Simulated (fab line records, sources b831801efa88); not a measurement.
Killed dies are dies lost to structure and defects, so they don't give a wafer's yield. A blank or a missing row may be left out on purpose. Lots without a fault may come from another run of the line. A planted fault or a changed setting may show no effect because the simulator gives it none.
fab line records | flow sky130
record lots=24 wafers=72 last_day=50
route steps=708 shown FIELD_ISO@24 METAL2@499 VIA2@529 CAPM@549 CAP2M@615 VIA4@660
lots that met no fault: from a run of the same line without faults
start_h: hours from the record's first day to the start of the lot's first wafer shown | wait_h: hours since the lot's step before | " the same as in the row above | L1.1+2: a row that stands for several wafers | - no value, or no start given | * or withheld: withheld | < > ~ a bound
route shown NAME@n: a module of which the file shows steps, and the number in the route of the first | usual: mean/standard deviation of fault-free wafers | same: alike in all rows | chamber/n: place in a boat | sites: the reading at each site | _std_site: their standard deviation | _edge_site: outer sites' mean less inner sites' | radius_mm: how far each site lies from the wafer's centre | mask NAME#n: copy n | behind: the tool/chamber that last shaped the wafer | hold: why the lot was held/for how many hours/how that ended | device: the transistor (n, p or np) that didn't switch | end of line: the same wafers' tests at the end of the route | a step without rows: its recipe alone | killed: dies lost to structure and defects at the first sort, not the wafer's yield | map: a wafer's dies, x killed, . not, _ none there
set.NAME: the setting as run; set.NAME@STEP: as run at that earlier step | model.NAME: the simulator's own value behind a step, which no gauge read
steps of the route over a sample of lots; a table a step, a row a wafer
services: from which hour (start_h, from the record's first day; less than 0 if before it) a tool's chamber was out of use, for how many hours, and why
## steps
# step SKY_FIELD_ISO_THK_MEAS_23
# recipe reads=SiO2_of_FIELD_ISO_OXIDATION_22
# usual FIELD_ISO_OXIDATION_01_THK=9.94/0.19
# columns lot.wafer tool chamber start_h wait_h FIELD_ISO_OXIDATION_01_THK[nm]
L074.3 film_metro-03 - 31.57 0.0 10.00
L074.4 " - " " 9.94
L074.6 " - " " 9.96
L075.2 film_metro-01 - 39.72 0.0 9.80
L075.3 " - " " 9.97
L075.5 " - " " 9.98
L076.2 film_metro-04 - 43.82 0.0 10.02
L076.4 " - " " 9.78
L076.6 " - " " 9.77
L077.2 film_metro-04 - 47.25 0.0 10.02
L077.4 " - " " 9.94
L077.5 " - " " 10.02
L078.1 film_metro-04 - 52.89 0.0 9.82
L078.2 " - " " 9.88
L078.3 " - " " 9.80
L079.2 film_metro-03 - 59.21 0.0 10.13
L079.3 " - " " 10.00
L079.5 " - " " 9.95
L080.1 film_metro-03 - 64.39 0.0 9.97
L080.4 " - " " 9.81
L080.5 " - " " 9.94
L081.1 film_metro-01 - 68.80 0.0 9.51
L081.5 " - " " 9.75
L081.6 " - " " 9.57
L082.2 film_metro-04 - 72.37 0.0 9.95
L082.3 " - " " 10.11
L082.5 " - " " 10.19
L083.1 film_metro-03 - 77.12 0.0 10.09
L083.3 " - " " 10.05
L083.5 " - " " 10.13
L084.1 film_metro-04 - 83.91 0.0 10.17
L084.4 " - " " 9.87
L084.6 " - " " 10.17
L085.1 film_metro-04 - 88.28 0.0 9.92
L085.4 " - " " 9.79
L085.5 " - " " 9.94
L086.1 film_metro-04 - 93.81 0.0 10.01
L086.3 " - " " 9.97
L086.4 " - " " 9.84
L087.1 film_metro-04 - 99.58 0.0 9.25
L087.2 " - " " 9.41
L087.3 " - " " 9.47
L088.1 film_metro-03 - 103.67 0.0 9.62
L088.4 " - " " 9.73
L088.6 " - " " 10.05
L089.1 film_metro-03 - 109.46 0.0 10.17
L089.2 " - " " 10.20
L089.4 " - " " 10.15
L090.1 film_metro-01 - 114.52 0.0 10.13
L090.2 " - " " 9.95
L090.5 " - " " 10.02
L091.1 film_metro-01 - 118.92 0.0 9.96
L091.2 " - " " 9.98
L091.3 " - " " 10.08
L092.2 film_metro-01 - 125.62 0.0 10.23
L092.3 " - " " 10.10
L092.5 " - " " 10.00
L093.1 film_metro-04 - 128.74 0.0 9.91
L093.2 " - " " 9.93
L093.3 " - " " 9.87
L094.2 film_metro-04 - 136.40 0.0 9.84
L094.3 " - " " 10.00
L094.4 " - " " 9.85
L095.1 film_metro-03 - 140.11 0.0 10.22
L095.3 " - " " 10.34
L095.4 " - " " 10.11
L096.2 film_metro-04 - 148.16 0.0 9.92
L096.3 " - " " 9.95
L096.5 " - " " 10.21
L097.1 film_metro-04 - 149.33 0.0 9.81
L097.5 " - " " 10.00
L097.6 " - " " 9.84
# step SKY_METAL2_OVL_MEAS_16
# usual METAL2_OVL=-1/4.9
# columns lot.wafer tool chamber start_h wait_h METAL2_OVL[nm]
L074.3 overlay-02 - 825.11 0.1 -5
L074.4 " - " " -5
L074.6 " - " " -8
L075.2 overlay-02 - 829.91 0.1 -6
L075.3 " - " " -1
L075.5 " - " " -5
L076.2 overlay-01 - 835.36 0.1 -1
L076.4 " - " " 4
L076.6 " - " " -4
L077.2 overlay-02 - 841.07 0.1 5
L077.4 " - " " 10
L077.5 " - " " 3
L078.1 overlay-02 - 849.30 0.1 -16
L078.2 " - " " -8
L078.3 " - " " -9
L079.2 overlay-01 - 857.32 0.1 -2
L079.3 " - " " -3
L079.5 " - " " -3
L080.1 overlay-02 - 866.25 0.1 5
L080.4 " - " " 5
L080.5 " - " " 6
L081.1 overlay-01 - 886.15 0.1 -3
L081.5 " - " " -3
L081.6 " - " " 6
L082.2 overlay-02 - 888.26 0.1 5
L082.3 " - " " -2
L082.5 " - " " 6
L083.1 overlay-02 - 888.72 0.1 6
L083.3 " - " " -1
L083.5 " - " " -2
L084.1 overlay-02 - 891.97 0.1 -9
L084.4 " - " " -11
L084.6 " - " " -5
L085.1 overlay-01 - 901.61 0.1 -4
L085.4 " - " " 5
L085.5 " - " " 3
L086.1 overlay-01 - 910.62 0.1 0
L086.3 " - " " -4
L086.4 " - " " -8
L087.1 overlay-02 - 922.92 0.1 0
L087.2 " - " " 4
L087.3 " - " " 0
L088.1 overlay-02 - 923.57 0.1 -5
L088.4 " - " " 5
L088.6 " - " " -2
L089.1 overlay-02 - 931.47 0.1 0
L089.2 " - " " 1
L089.4 " - " " -2
L090.1 overlay-01 - 935.96 0.1 0
L090.2 " - " " -5
L090.5 " - " " -6
L091.1 overlay-02 - 947.22 0.1 0
L091.2 " - " " 2
L091.3 " - " " 2
L092.2 overlay-02 - 953.42 0.1 -1
L092.3 " - " " -2
L092.5 " - " " -9
L093.1 overlay-02 - 955.56 0.1 -4
L093.2 " - " " -7
L093.3 " - " " -8
L094.2 overlay-01 - 963.62 0.1 9
L094.3 " - " " -1
L094.4 " - " " 10
L095.1 overlay-02 - 972.61 0.1 -3
L095.3 " - " " -2
L095.4 " - " " -4
L096.2 overlay-02 - 977.62 0.1 -2
L096.3 " - " " 1
L096.5 " - " " 6
L097.1 overlay-02 - 983.76 0.1 -3
L097.5 " - " " 3
L097.6 " - " " 3
# step SKY_VIA2_RS_MEAS_22
# recipe thk_meas_gauge=four-point-probe reads=W_of_VIA2_CVD_21+TiN_of_VIA2_SPUTTER_20
# usual VIA2_W_RS=0.2725/0.0022
# columns lot.wafer tool chamber start_h wait_h VIA2_W_RS[ohm/sq]
L074.3 film_metro-01 - 853.73 0.1 0.2738
L074.4 " - " " 0.2744
L074.6 " - " " 0.2754
L075.2 film_metro-04 - 858.70 0.2 0.2744
L075.3 " - " " 0.2706
L075.5 " - " " 0.2723
L076.2 film_metro-03 - 864.00 0.1 0.2727
L076.4 " - " " 0.2685
L076.6 " - " " 0.2710
L077.2 film_metro-01 - 869.28 0.1 0.2715
L077.4 " - " " 0.2737
L077.5 " - " " 0.2751
L078.1 film_metro-03 - 878.72 0.2 0.2700
L078.2 " - " " 0.2703
L078.3 " - " " 0.2697
L079.2 film_metro-04 - 886.44 0.1 0.2722
L079.3 " - " " 0.2714
L079.5 " - " " 0.2715
L080.1 film_metro-03 - 894.83 0.1 0.2732
L080.4 " - " " 0.2747
L080.5 " - " " 0.2728
L081.1 film_metro-01 - 914.27 0.2 0.2738
L081.5 " - " " 0.2740
L081.6 " - " " 0.2725
L082.2 film_metro-03 - 915.74 0.2 0.2755
L082.3 " - " " 0.2764
L082.5 " - " " 0.2746
L083.1 film_metro-04 - 916.28 0.2 0.2776
L083.3 " - " " 0.2721
L083.5 " - " " 0.2752
L084.1 film_metro-01 - 919.50 0.1 0.2718
L084.4 " - " " 0.2726
L084.6 " - " " 0.2714
L085.1 film_metro-03 - 928.73 0.1 0.2685
L085.4 " - " " 0.2710
L085.5 " - " " 0.2724
L086.1 film_metro-01 - 936.55 0.1 0.2737
L086.3 " - " " 0.2749
L086.4 " - " " 0.2750
L087.1 film_metro-03 - 949.78 0.1 0.2697
L087.2 " - " " 0.2708
L087.3 " - " " 0.2691
L088.1 film_metro-03 - 950.49 0.1 0.2730
L088.4 " - " " 0.2721
L088.6 " - " " 0.2732
L089.1 film_metro-01 - 958.63 0.1 0.2719
L089.2 " - " " 0.2716
L089.4 " - " " 0.2739
L090.1 film_metro-03 - 962.95 0.1 0.2711
L090.2 " - " " 0.2731
L090.5 " - " " 0.2744
L091.1 film_metro-03 - 973.62 0.1 0.2710
L091.2 " - " " 0.2723
L091.3 " - " " 0.2723
L092.2 film_metro-03 - 979.60 0.1 0.2753
L092.3 " - " " 0.2739
L092.5 " - " " 0.2729
L093.1 film_metro-03 - 981.95 0.1 0.2656
L093.2 " - " " 0.2712
L093.3 " - " " 0.2679
L094.2 film_metro-01 - 990.14 0.1 0.2785
L094.3 " - " " 0.2697
L094.4 " - " " 0.2749
L095.1 film_metro-01 - 998.84 0.1 0.2729
L095.3 " - " " 0.2736
L095.4 " - " " 0.2723
L096.2 film_metro-03 - 1002.84 0.1 0.2731
L096.3 " - " " 0.2732
L096.5 " - " " 0.2723
L097.1 film_metro-03 - 1009.89 0.1 0.2721
L097.5 " - " " 0.2723
L097.6 " - " " 0.2699
# step SKY_CAPM_OVL_MEAS_12
# usual CAPM_OVL=-1.2/1.2
# columns lot.wafer tool chamber start_h wait_h CAPM_OVL[nm]
L074.3 overlay-01 - 881.16 0.1 -0.6
L074.4 " - " " -1.2
L074.6 " - " " -1.1
L075.2 overlay-02 - 886.00 0.1 -2.3
L075.3 " - " " -1.4
L075.5 " - " " -0.7
L076.2 overlay-02 - 890.75 0.1 -2.7
L076.4 " - " " -3.8
L076.6 " - " " -2.1
L077.2 overlay-01 - 895.80 0.1 -1.1
L077.4 " - " " -1.3
L077.5 " - " " -1.3
L078.1 overlay-01 - 905.10 0.1 -1.5
L078.2 " - " " 0.1
L078.3 " - " " -2.5
L079.2 overlay-01 - 912.65 0.1 -1.4
L079.3 " - " " -0.3
L079.5 " - " " -1.8
L080.1 overlay-02 - 920.70 0.1 0.1
L080.4 " - " " 0.7
L080.5 " - " " 0.2
L081.1 overlay-01 - 939.40 0.1 -0.6
L081.5 " - " " -2.4
L081.6 " - " " -2.9
L082.2 overlay-01 - 940.35 0.1 -0.1
L082.3 " - " " 0.0
L082.5 " - " " -0.5
L083.1 overlay-01 - 940.65 0.1 -2.9
L083.3 " - " " -4.1
L083.5 " - " " -2.4
L084.1 overlay-02 - 943.74 0.1 -2.6
L084.4 " - " " -1.9
L084.6 " - " " -2.6
L085.1 overlay-01 - 953.59 0.1 -2.5
L085.4 " - " " -0.8
L085.5 " - " " -1.2
L086.1 overlay-01 - 961.29 0.1 -2.1
L086.3 " - " " -0.1
L086.4 " - " " -2.0
L087.1 overlay-02 - 974.39 0.1 0.0
L087.2 " - " " 0.0
L087.3 " - " " 0.9
L088.1 overlay-01 - 975.29 0.1 -1.6
L088.4 " - " " -1.7
L088.6 " - " " -1.8
L089.1 overlay-01 - 983.15 0.1 -0.1
L089.2 " - " " -1.3
L089.4 " - " " -1.6
L090.1 overlay-02 - 987.55 0.1 -0.2
L090.2 " - " " 0.6
L090.5 " - " " -0.4
L091.1 overlay-02 - 997.94 0.1 -1.1
L091.2 " - " " -0.7
L091.3 " - " " -1.2
L092.2 overlay-01 - 1004.00 0.1 -1.3
L092.3 " - " " -0.9
L092.5 " - " " -0.9
L093.1 overlay-02 - 1006.29 0.1 -2.3
L093.2 " - " " -2.5
L093.3 " - " " -3.2
L094.2 overlay-02 - 1013.40 0.1 -2.1
L094.3 " - " " -2.2
L094.4 " - " " 0.1
L095.1 overlay-01 - 1021.90 0.1 -1.5
L095.3 " - " " 0.6
L095.4 " - " " -0.4
L096.2 overlay-02 - 1026.90 0.1 -1.0
L096.3 " - " " -1.5
L096.5 " - " " -1.1
L097.1 overlay-02 - 1033.10 0.1 -0.1
L097.5 " - " " 1.8
L097.6 " - " " 1.7
# step SKY_CAP2M_OVL_MEAS_12
# usual CAP2M_OVL=0.6/1.3
# columns lot.wafer tool chamber start_h wait_h CAP2M_OVL[nm]
L074.3 overlay-01 - 959.40 0.1 0.4
L074.4 " - " " 1.2
L074.6 " - " " 1.0
L075.2 overlay-02 - 963.74 0.1 2.7
L075.3 " - " " 1.2
L075.5 " - " " 1.7
L076.2 overlay-02 - 967.95 0.1 -0.2
L076.4 " - " " -0.5
L076.6 " - " " -1.3
L077.2 overlay-02 - 973.25 0.1 4.4
L077.4 " - " " 2.3
L077.5 " - " " 1.2
L078.1 overlay-01 - 981.83 0.1 -1.6
L078.2 " - " " -1.5
L078.3 " - " " -1.9
L079.2 overlay-01 - 989.25 0.1 0.4
L079.3 " - " " -1.2
L079.5 " - " " -0.1
L080.1 overlay-02 - 995.89 0.1 1.1
L080.4 " - " " 1.9
L080.5 " - " " 1.5
L081.1 overlay-01 - 1015.04 0.1 0.2
L081.5 " - " " 0.2
L081.6 " - " " 0.5
L082.2 overlay-02 - 1015.45 0.1 0.4
L082.3 " - " " 0.6
L082.5 " - " " 1.7
L083.1 overlay-02 - 1016.18 0.1 -0.5
L083.3 " - " " -0.2
L083.5 " - " " 0.1
L084.1 overlay-01 - 1018.38 0.1 -0.5
L084.4 " - " " -0.4
L084.6 " - " " -0.9
L085.1 overlay-01 - 1028.49 0.1 3.3
L085.4 " - " " 2.7
L085.5 " - " " 2.6
L086.1 overlay-02 - 1035.53 0.1 -0.2
L086.3 " - " " 0.1
L086.4 " - " " 0.4
L087.1 overlay-02 - 1047.45 0.1 -0.4
L087.2 " - " " 0.3
L087.3 " - " " -0.2
L088.1 overlay-01 - 1047.75 0.1 -1.6
L088.4 " - " " 0.5
L088.6 " - " " 0.6
L089.1 overlay-01 - 1056.23 0.1 2.3
L089.2 " - " " 1.0
L089.4 " - " " 1.8
L090.1 overlay-02 - 1059.94 0.1 0.3
L090.2 " - " " 0.7
L090.5 " - " " 1.7
L091.1 overlay-01 - 1068.13 0.1 2.0
L091.2 " - " " 0.7
L091.3 " - " " 0.2
L092.2 overlay-01 - 1075.50 0.1 -0.4
L092.3 " - " " 0.2
L092.5 " - " " -0.4
L093.1 overlay-01 - 1076.24 0.1 2.6
L093.2 " - " " 1.4
L093.3 " - " " 2.1
L094.2 overlay-02 - 1082.60 0.1 2.4
L094.3 " - " " 2.1
L094.4 " - " " 3.1
L095.1 overlay-02 - 1091.04 0.1 0.6
L095.3 " - " " 2.0
L095.4 " - " " 1.3
L096.2 overlay-02 - 1096.14 0.1 0.0
L096.3 " - " " 0.1
L096.5 " - " " 1.3
L097.1 overlay-01 - 1101.45 0.1 -0.6
L097.5 " - " " 0.0
L097.6 " - " " -0.3
# step SKY_VIA4_CMP_21
# recipe stop_on=SiO2 t_overpolish_s=25 down_force_psi=3.5 platen_rpm=60 target_thk_nm=0 pad_velocity_m_s=0.94248
# usual motor_current_A=11.0/1 overpolish_run_s=25.001/0.0083 time_to_endpoint_s=123/4.1
# columns lot.wafer tool chamber start_h wait_h motor_current_A overpolish_run_s time_to_endpoint_s
L074.4 cmp-01 2 1009.81 0.0 11.4 24.995 135
L074.3 " 3 " " 12.1 25.007 128
L074.6 " 3 " " 11.5 25.006 126
L075.3 cmp-02 1 1014.20 0.0 12.9 25.026 118
L075.2 " 2 " " 10.0 24.994 120
L075.5 " 1 " " 13.3 24.976 119
L076.2 cmp-01 1 1017.76 0.1 9.9 25.014 131
L076.4 " 2 " " 10.7 24.986 135
L076.6 " 0 " " 10.8 25.012 132
L077.2 cmp-02 1 1022.39 0.0 12.3 24.997 120
L077.4 " 3 " " 10.3 24.998 120
L077.5 " 2 " " 9.4 25.003 127
L078.2 cmp-02 0 1031.70 0.3 10.0 25.002 118
L078.3 " 1 " " 12.6 25.000 119
L078.1 " 3 " " 10.2 24.999 120
L079.3 cmp-01 0 1037.93 0.1 11.4 24.995 128
L079.2 " 1 " " 10.0 24.986 126
L079.5 " 3 " " 12.3 24.994 125
L080.1 cmp-02 3 1044.89 0.1 9.8 24.997 120
L080.4 " 2 " " 9.9 25.004 120
L080.5 " 3 " " 10.6 25.005 118
L081.1 cmp-01 2 1063.10 0.1 11.7 25.005 126
L081.6 " 1 " " 10.6 24.981 123
L081.5 " 2 " " 11.3 25.003 129
L082.3 cmp-01 2 1063.55 0.1 11.4 24.996 125
L082.2 " 3 " " 13.0 25.013 121
L082.5 " 1 " " 9.8 25.005 125
L083.1 cmp-02 1 1064.48 0.1 12.9 25.004 122
L083.3 " 3 " " 10.3 25.002 120
L083.5 " 1 " " 12.9 25.007 117
L084.4 cmp-02 0 1066.07 0.2 10.0 24.998 127
L084.1 " 1 " " 12.0 24.990 124
L084.6 " 3 " " 10.4 25.005 119
L085.4 cmp-01 2 1076.29 0.0 11.2 24.990 122
L085.1 " 0 " " 11.9 24.984 121
L085.5 " 3 " " 11.8 25.012 118
L086.4 cmp-01 3 1082.77 0.7 12.2 24.997 122
L086.3 " 0 " " 11.4 25.016 124
L086.1 " 2 " " 11.4 25.006 128
L087.3 cmp-02 2 1093.01 0.1 10.0 25.003 124
L087.2 " 3 " " 10.3 24.997 120
L087.1 " 0 " " 9.4 25.002 126
L088.4 cmp-01 1 1093.43 0.1 10.1 24.997 119
L088.1 " 3 " " 11.6 25.006 115
L088.6 " 1 " " 10.0 25.009 117
L089.1 cmp-01 1 1101.40 0.1 10.3 25.005 118
L089.2 " 2 " " 12.0 25.014 124
L089.4 " 3 " " 11.6 24.985 114
L090.2 cmp-02 1 1105.20 0.1 12.2 25.006 123
L090.1 " 2 " " 10.2 25.003 123
L090.5 " 0 " " 9.6 25.001 122
L091.1 cmp-02 0 1113.67 0.4 8.9 25.003 125
L091.2 " 1 " " 13.0 25.005 123
L091.3 " 2 " " 9.7 25.005 123
L092.2 cmp-01 0 1119.76 1.2 11.7 25.004 124
L092.3 " 2 " " 11.3 25.004 127
L092.5 " 0 " " 12.0 25.013 123
L093.1 cmp-01 1 1120.61 0.8 10.3 25.005 121
L093.2 " 3 " " 10.8 25.005 122
L093.3 " 0 " " 11.2 25.001 123
L094.3 cmp-02 2 1125.83 0.1 9.8 25.014 123
L094.2 " 3 " " 10.3 25.006 124
L094.4 " 0 " " 9.7 25.016 121
L095.1 cmp-01 0 1133.33 0.1 11.5 25.001 122
L095.3 " 1 " " 10.1 25.010 120
L095.4 " 2 " " 11.0 25.007 128
L096.2 cmp-01 0 1139.07 0.1 11.8 25.001 123
L096.3 " 1 " " 10.3 24.998 125
L096.5 " 3 " " 11.7 24.991 122
L097.1 cmp-02 3 1143.89 0.1 10.5 25.000 121
L097.5 " 3 " " 10.5 24.989 122
L097.6 " 0 " " 9.9 25.010 123
## services
# columns tool chamber start_h hours kind
cmp-01 - 1001.60 0.6 repair
cmp-01 - 1003.63 0.8 repair
cmp-01 - 1030.64 0.8 repair
cmp-01 - 1053.99 0.3 repair
cmp-01 - 1054.85 2.2 repair
cmp-02 - 1080.23 5.8 pm
cmp-01 - 1084.27 4.0 pm
cmp-01 - 1085.97 0.5 repair
cmp-02 - 1086.95 5.6 repair
cmp-01 - 1088.27 - consumable_replace:conditioner
cmp-01 - 1088.27 - consumable_replace:pad
cmp-02 - 1098.81 0.4 repair
cmp-02 - 1116.61 8.0 repair
## key
fault none
